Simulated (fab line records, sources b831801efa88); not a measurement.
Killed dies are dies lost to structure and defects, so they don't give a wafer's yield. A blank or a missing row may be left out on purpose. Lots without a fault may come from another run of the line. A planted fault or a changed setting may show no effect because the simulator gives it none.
fab line records | flow sky130
record lots=7 wafers=21 last_day=50
route steps=708 shown VT_ADJUST_HVTP@94 VT_ADJUST_LVTN@97 VT_ADJUST_NCORE@119
lots that met no fault: from a run of the same line without faults
start_h: hours from the record's first day to the start of the lot's first wafer shown | wait_h: hours since the lot's step before | " the same as in the row above | L1.1+2: a row that stands for several wafers | - no value, or no start given | * or withheld: withheld | < > ~ a bound
route shown NAME@n: a module of which the file shows steps, and the number in the route of the first | usual: mean/standard deviation of fault-free wafers | same: alike in all rows | chamber/n: place in a boat | sites: the reading at each site | _std_site: their standard deviation | _edge_site: outer sites' mean less inner sites' | radius_mm: how far each site lies from the wafer's centre | mask NAME#n: copy n | behind: the tool/chamber that last shaped the wafer | hold: why the lot was held/for how many hours/how that ended | device: the transistor (n, p or np) that didn't switch | end of line: the same wafers' tests at the end of the route | a step without rows: its recipe alone | killed: dies lost to structure and defects at the first sort, not the wafer's yield | map: a wafer's dies, x killed, . not, _ none there
set.NAME: the setting as run; set.NAME@STEP: as run at that earlier step | model.NAME: the simulator's own value behind a step, which no gauge read
lots at some steps of the route; a table a step, a row a wafer
services: from which hour (start_h, from the record's first day; less than 0 if before it) a tool's chamber was out of use, for how many hours, and why
## steps
# step SKY_VT_ADJUST_HVTP_IMPLANT_09
# recipe species=As energy_kev=150 dose_cm2=4.3e+12 tilt_deg=withheld
# step SKY_VT_ADJUST_HVTP_STRIP_10
# recipe chemistry=O2/N2 power_w=1400 pressure_mtorr=1500 platen_temp_c=withheld o2_flow_sccm=3000 n2_flow_sccm=300 overash_fraction=0.5
# usual chamber_pressure_mTorr=1500.1/1.5 drypump_motor_current_A=5.7/0.46 oes_product_au=0.716/0.0047 strip_time_to_endpoint_s=14.17/0.043
# columns lot.wafer tool chamber start_h wait_h chamber_pressure_mTorr drypump_motor_current_A oes_product_au rf_hours_counter_h strip_time_to_endpoint_s
L111.1 plasma_asher-02 0 142.19 0.1 1500.6 5.8 0.713 33 14.24
L111.3 " 0 " " 1499.9 5.8 0.718 - 14.22
L111.6 " 1 " " 1500.9 5.5 0.715 - 14.20
L112.2 plasma_asher-01 1 145.21 0.1 1499.0 5.2 0.717 45 14.19
L112.4 " 1 " " 1500.7 5.1 0.721 - 14.25
L112.6 " 1 " " 1499.7 5.2 0.715 - 14.17
L113.2 plasma_asher-01 0 156.89 0.1 1499.8 5.2 0.715 47 14.19
L113.3 " 0 " " 1502.1 5.3 0.711 - 14.19
L113.5 " 1 " " 1500.7 5.3 0.714 - 14.15
L123.1 plasma_asher-03 0 219.63 0.1 1499.1 5.9 0.714 9 14.18
L123.4 " 1 " " 1497.0 6.5 0.710 - 14.17
L123.6 " 0 " " 1500.3 5.9 0.724 - 14.16
L124.3 plasma_asher-02 0 226.36 0.1 1501.8 5.8 0.718 - 14.19
L124.4 " 1 " " 1501.2 5.4 0.713 - 14.22
L124.6 " 1 " " 1499.9 5.4 0.711 - 14.22
L125.3 plasma_asher-01 0 226.66 0.1 1500.1 5.2 0.720 - 14.17
L125.4 " 1 " " 1499.7 5.2 0.724 - 14.18
L125.6 " 1 " " 1500.0 5.2 0.719 - 14.22
L128.3 plasma_asher-03 1 246.98 0.1 1497.6 6.5 0.714 - 14.13
L128.4 " 0 " " 1502.2 5.9 0.716 - 14.13
L128.5 " 1 " " 1501.8 6.5 0.721 - 14.15
# step SKY_VT_ADJUST_HVTP_TW_MEAS_11
# usual VT_ADJUST_HVTP_TW=1369/7
# columns lot.wafer tool chamber start_h wait_h VT_ADJUST_HVTP_TW
L111.1 film_metro-03 - 142.29 0.1 1364
L111.3 " - " " 1361
L111.6 " - " " 1364
L112.2 film_metro-01 - 145.32 0.1 1376
L112.4 " - " " 1369
L112.6 " - " " 1379
L113.2 film_metro-03 - 157.00 0.1 1360
L113.3 " - " " 1355
L113.5 " - " " 1363
L123.1 film_metro-04 - 219.73 0.1 1369
L123.4 " - " " 1370
L123.6 " - " " 1384
L124.3 film_metro-01 - 226.45 0.1 1375
L124.4 " - " " 1382
L124.6 " - " " 1376
L125.3 film_metro-01 - 226.75 0.1 1380
L125.4 " - " " 1385
L125.6 " - " " 1374
L128.3 film_metro-04 - 247.07 0.1 1359
L128.4 " - " " 1362
L128.5 " - " " 1364
# step SKY_VT_ADJUST_LVTN_DEHYDRATE_00
# recipe temp_c=200 time_s=60
# step SKY_VT_ADJUST_LVTN_HMDS_01
# recipe prime_time_s=60 prime_temp_c=120
# step SKY_VT_ADJUST_LVTN_COAT_02
# recipe spin_rpm=2000 resist_thk_nm=3000
# step SKY_VT_ADJUST_LVTN_SOFTBAKE_03
# recipe temp_c=110 time_s=withheld
# step SKY_VT_ADJUST_LVTN_EXPOSE_04
# recipe mask_id=NWM_COMPLEMENT_LESS_NATIVE na=0.6 source_shape=conventional sigma_outer=0.6 polarization=unpolarized target_cd_nm=840 dose_mj=194
# step SKY_VT_ADJUST_LVTN_PEB_05
# recipe temp_c=115 time_s=withheld
# step SKY_VT_ADJUST_LVTN_DEVELOP_06
# recipe wall_angle_deg=90 developer=TMAH develop_time_s=60 dev_temp_c=23
# step SKY_VT_ADJUST_LVTN_OVL_MEAS_07
# usual VT_ADJUST_LVTN_OVL=-0.3/1.3
# columns lot.wafer tool chamber start_h wait_h VT_ADJUST_LVTN_OVL[nm]
L111.1 overlay-02 - 160.96 - 0.6
L111.3 " - " " 0.1
L111.6 " - " " 0.9
L112.2 overlay-01 - 164.23 - 0.0
L112.4 " - " " 2.0
L112.6 " - " " 2.4
L113.2 overlay-01 - 176.23 - 0.1
L113.3 " - " " 0.4
L113.5 " - " " 1.0
L123.1 overlay-02 - 242.47 - -0.8
L123.4 " - " " -2.0
L123.6 " - " " -1.5
L124.3 overlay-01 - 249.38 - -0.9
L124.4 " - " " 1.5
L124.6 " - " " 3.4
L125.3 overlay-02 - 250.08 - -1.0
L125.4 " - " " 2.2
L125.6 " - " " 0.8
L128.3 overlay-02 - 271.04 - -0.5
L128.4 " - " " -1.6
L128.5 " - " " 1.0
# step SKY_VT_ADJUST_LVTN_IMPLANT_08
# recipe species=B energy_kev=30 dose_cm2=1.57e+12 tilt_deg=withheld
# step SKY_VT_ADJUST_LVTN_STRIP_09
# recipe chemistry=O2/N2 power_w=1400 pressure_mtorr=1500 platen_temp_c=withheld o2_flow_sccm=3000 n2_flow_sccm=300 overash_fraction=0.5
# usual chamber_pressure_mTorr=1500.0/1.4 drypump_motor_current_A=5.8/0.49 oes_product_au=0.722/0.0042 strip_time_to_endpoint_s=36.93/0.12
# columns lot.wafer tool chamber start_h wait_h chamber_pressure_mTorr drypump_motor_current_A oes_product_au rf_hours_counter_h strip_time_to_endpoint_s model.coat_of_VT_ADJUST_LVTN_COAT_02.thk_nm
L111.1 plasma_asher-01 0 161.22 0.1 - - - - - 2993
L111.3 " 0 " " - - - - - 2997
L111.6 " 1 " " - - - - - 2997
L112.2 plasma_asher-04 0 164.41 0.1 - - - - - 2983
L112.4 " 1 " " - - - - - 2979
L112.6 " 1 " " - - - - - 2986
L113.2 plasma_asher-01 0 176.41 0.1 - - - - - 2982
L113.3 " 0 " " - - - - - 2984
L113.5 " 0 " " - - - - - 2992
L123.1 plasma_asher-03 0 242.81 0.1 1500.1 5.9 0.720 12 36.94 0
L123.4 " 0 " " 1498.1 5.9 0.719 - 37.05 0
L123.6 " 1 " " 1500.3 6.5 0.717 - 36.95 0
L124.3 plasma_asher-04 1 249.59 0.1 1502.2 6.1 0.727 - 37.00 0
L124.4 " 0 " " 1499.7 6.1 0.713 - 36.90 0
L124.6 " 1 " " 1502.9 6.0 0.728 - 36.89 0
L125.3 plasma_asher-01 0 250.29 0.1 1501.9 5.3 0.715 - 36.77 0
L125.4 " 1 " " 1501.3 5.2 0.728 - 36.71 0
L125.6 " 1 " " 1502.9 5.2 0.722 - 36.77 0
L128.3 plasma_asher-03 0 271.24 0.1 1498.4 5.9 0.717 - 36.85 0
L128.4 " 1 " " 1499.3 6.5 0.717 - 36.83 0
L128.5 " 0 " " 1500.0 5.9 0.722 - 36.83 0
# step SKY_VT_ADJUST_LVTN_TW_MEAS_10
# usual VT_ADJUST_LVTN_TW=243.3/1.9
# columns lot.wafer tool chamber start_h wait_h VT_ADJUST_LVTN_TW
L111.1 film_metro-01 - 161.32 0.1 244.9
L111.3 " - " " 246.2
L111.6 " - " " 245.1
L112.2 film_metro-02 - 164.52 0.1 240.5
L112.4 " - " " 240.6
L112.6 " - " " 240.0
L113.2 film_metro-01 - 176.52 0.1 244.9
L113.3 " - " " 244.5
L113.5 " - " " 245.2
L123.1 film_metro-01 - 242.91 0.1 243.5
L123.4 " - " " 243.2
L123.6 " - " " 243.2
L124.3 film_metro-04 - 249.68 0.1 242.4
L124.4 " - " " 244.5
L124.6 " - " " 243.0
L125.3 film_metro-02 - 250.38 0.1 240.5
L125.4 " - " " 239.6
L125.6 " - " " 241.4
L128.3 film_metro-01 - 271.33 0.1 246.1
L128.4 " - " " 245.9
L128.5 " - " " 244.0
# step SKY_VT_ADJUST_LVTN_DEHYDRATE_11
# recipe temp_c=200 time_s=60
# step SKY_VT_ADJUST_LVTN_HMDS_12
# recipe prime_time_s=60 prime_temp_c=120
# step SKY_VT_ADJUST_LVTN_COAT_13
# recipe resist=NOVOLAK spin_rpm=3000 resist_thk_nm=1140
# step SKY_VT_ADJUST_LVTN_SOFTBAKE_14
# recipe temp_c=90 time_s=57.94 resist=NOVOLAK
# step SKY_VT_ADJUST_LVTN_EXPOSE_15
# recipe mask_id=HVN_STD_DERIVED na=0.6 source_shape=conventional sigma_outer=0.6 polarization=unpolarized target_cd_nm=600 dose_mj=163
# step SKY_VT_ADJUST_LVTN_PEB_16
# recipe temp_c=withheld time_s=* resist=NOVOLAK
# step SKY_VT_ADJUST_LVTN_DEVELOP_17
# recipe resist=NOVOLAK developer=TMAH develop_time_s=60 dev_temp_c=23
# step SKY_VT_ADJUST_LVTN_OVL_MEAS_18
# usual VT_ADJUST_LVTN_01_OVL=1.2/1.2
# columns lot.wafer tool chamber start_h wait_h VT_ADJUST_LVTN_01_OVL[nm]
L111.1 overlay-01 - 180.37 0.1 -1.1
L111.3 " - " " 1.0
L111.6 " - " " -0.5
L112.2 overlay-01 - 184.73 0.1 -0.9
L112.4 " - " " -0.8
L112.6 " - " " 0.5
L113.2 overlay-01 - 197.72 0.1 2.2
L113.3 " - " " 1.0
L113.5 " - " " 1.2
L123.1 overlay-01 - 266.96 0.1 1.0
L123.4 " - " " 0.7
L123.6 " - " " 0.6
L124.3 overlay-02 - 274.13 0.1 1.0
L124.4 " - " " 0.5
L124.6 " - " " 1.8
L125.3 overlay-02 - 274.93 0.1 0.9
L125.4 " - " " -1.0
L125.6 " - " " 1.5
L128.3 overlay-02 - 296.39 0.1 -0.1
L128.4 " - " " 0.6
L128.5 " - " " -1.3
# step SKY_VT_ADJUST_LVTN_IMPLANT_19
# recipe species=B energy_kev=30 dose_cm2=6.5e+11 tilt_deg=withheld
# step SKY_VT_ADJUST_LVTN_STRIP_20
# recipe chemistry=O2/N2 power_w=1400 pressure_mtorr=1500 platen_temp_c=withheld o2_flow_sccm=3000 n2_flow_sccm=300 overash_fraction=0.5
# usual chamber_pressure_mTorr=1500.1/1.3 drypump_motor_current_A=5.7/0.51 oes_product_au=0.716/0.0041 strip_time_to_endpoint_s=14.18/0.05
# columns lot.wafer tool chamber start_h wait_h chamber_pressure_mTorr drypump_motor_current_A oes_product_au rf_hours_counter_h strip_time_to_endpoint_s
L111.1 plasma_asher-04 0 180.56 0.1 1497.8 6.0 0.734 47 58.60
L111.3 " 0 " " 1500.7 6.0 0.724 - 58.74
L111.6 " 0 " " 1499.0 6.0 0.728 - 58.67
L112.2 plasma_asher-03 0 184.91 0.1 1498.4 5.9 0.731 6 58.50
L112.4 " 1 " " 1498.7 6.5 0.735 - 58.43
L112.6 " 1 " " 1499.5 6.5 0.724 - 58.53
L113.2 plasma_asher-01 0 197.90 0.1 1497.1 5.2 0.733 51 58.52
L113.3 " 1 " " 1501.5 5.2 0.727 - 58.49
L113.5 " 0 " " 1501.0 5.2 0.737 - 58.61
L123.1 plasma_asher-03 0 267.15 0.1 1500.9 5.9 0.719 14 14.20
L123.4 " 0 " " 1498.8 5.9 0.722 - 14.28
L123.6 " 0 " " 1500.0 5.8 0.715 - 14.23
L124.3 plasma_asher-01 0 274.33 0.1 1500.6 5.2 0.710 - 14.20
L124.4 " 1 " " 1500.2 5.2 0.711 - 14.21
L124.6 " 1 " " 1501.9 5.2 0.721 - 14.23
L125.3 plasma_asher-04 0 275.14 0.1 1500.9 6.1 0.707 - 14.23
L125.4 " 1 " " 1499.5 6.0 0.713 - 14.16
L125.6 " 1 " " 1503.3 6.1 0.719 - 14.19
L128.3 plasma_asher-01 1 296.59 0.1 1497.9 5.2 0.720 - 14.13
L128.4 " 0 " " 1502.3 5.2 0.716 - 14.17
L128.5 " 0 " " 1502.3 5.2 0.711 - 14.15
# step SKY_VT_ADJUST_LVTN_TW_MEAS_21
# usual VT_ADJUST_LVTN_2_TW=189.5/0.97
# columns lot.wafer tool chamber start_h wait_h VT_ADJUST_LVTN_2_TW
L111.1 film_metro-04 - 180.66 0.1 30.4
L111.3 " - " " 30.3
L111.6 " - " " 30.2
L112.2 film_metro-04 - 185.02 0.1 30.3
L112.4 " - " " 30.5
L112.6 " - " " 30.4
L113.2 film_metro-04 - 198.01 0.1 30.2
L113.3 " - " " 30.1
L113.5 " - " " 30.1
L123.1 film_metro-04 - 267.25 0.1 190.0
L123.4 " - " " 190.6
L123.6 " - " " 189.4
L124.3 film_metro-01 - 274.42 0.1 191.6
L124.4 " - " " 190.0
L124.6 " - " " 190.7
L125.3 film_metro-04 - 275.23 0.1 191.3
L125.4 " - " " 190.0
L125.6 " - " " 190.6
L128.3 film_metro-02 - 296.68 0.1 189.5
L128.4 " - " " 188.6
L128.5 " - " " 188.9
# step SKY_VT_ADJUST_NCORE_DEHYDRATE_00
# recipe temp_c=200 time_s=60
## services
# columns tool chamber start_h hours kind
plasma_asher-03 - 154.01 2.8 pm
plasma_asher-02 - 170.95 0.4 repair
plasma_asher-03 - 239.51 0.7 repair
## key
first_sign step=SKY_VT_ADJUST_LVTN_STRIP_09 reading=tool_record direction=missing
effect step=SKY_VT_ADJUST_LVTN_STRIP_20 reading=strip_time_to_endpoint_s direction=up sigmas=99+ usual=* struck=*
effect step=SKY_VT_ADJUST_LVTN_TW_MEAS_21 reading=VT_ADJUST_LVTN_2_TW direction=down sigmas=99+ usual=189.5 struck=30.3
model_effect step=SKY_VT_ADJUST_LVTN_STRIP_09 value=coat_of_VT_ADJUST_LVTN_COAT_02.thk_nm without=0 struck=2988
met_at SKY_VT_ADJUST_LVTN_STRIP_09
struck_wafers L111.1,L111.3,L111.6,L112.2,L112.4,L112.6,L113.2,L113.3,L113.5
sort_left_out L111.1,L111.3,L111.6,L112.2,L112.4,L112.6,L113.2,L113.3,L113.5
tester_left_out L111,L112,L113
fault kind=skipped_step_whole tool=plasma_asher-01,plasma_asher-04 chamber=- onset_h=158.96 steps=SKY_VT_ADJUST_LVTN_STRIP_09 scope=struck_lots_only
# tester_left_out: of these lots the tester's yield and bins aren't shown, on N5 and GAA mostly nor the transistor test; their killed dies are dies lost to structure and defects alone, not to doping, threshold or leakage, so they don't give the yield
# sort_left_out: the simulated sort isn't trusted on such a fault, so these wafers' sort isn't shown, and their yield isn't known
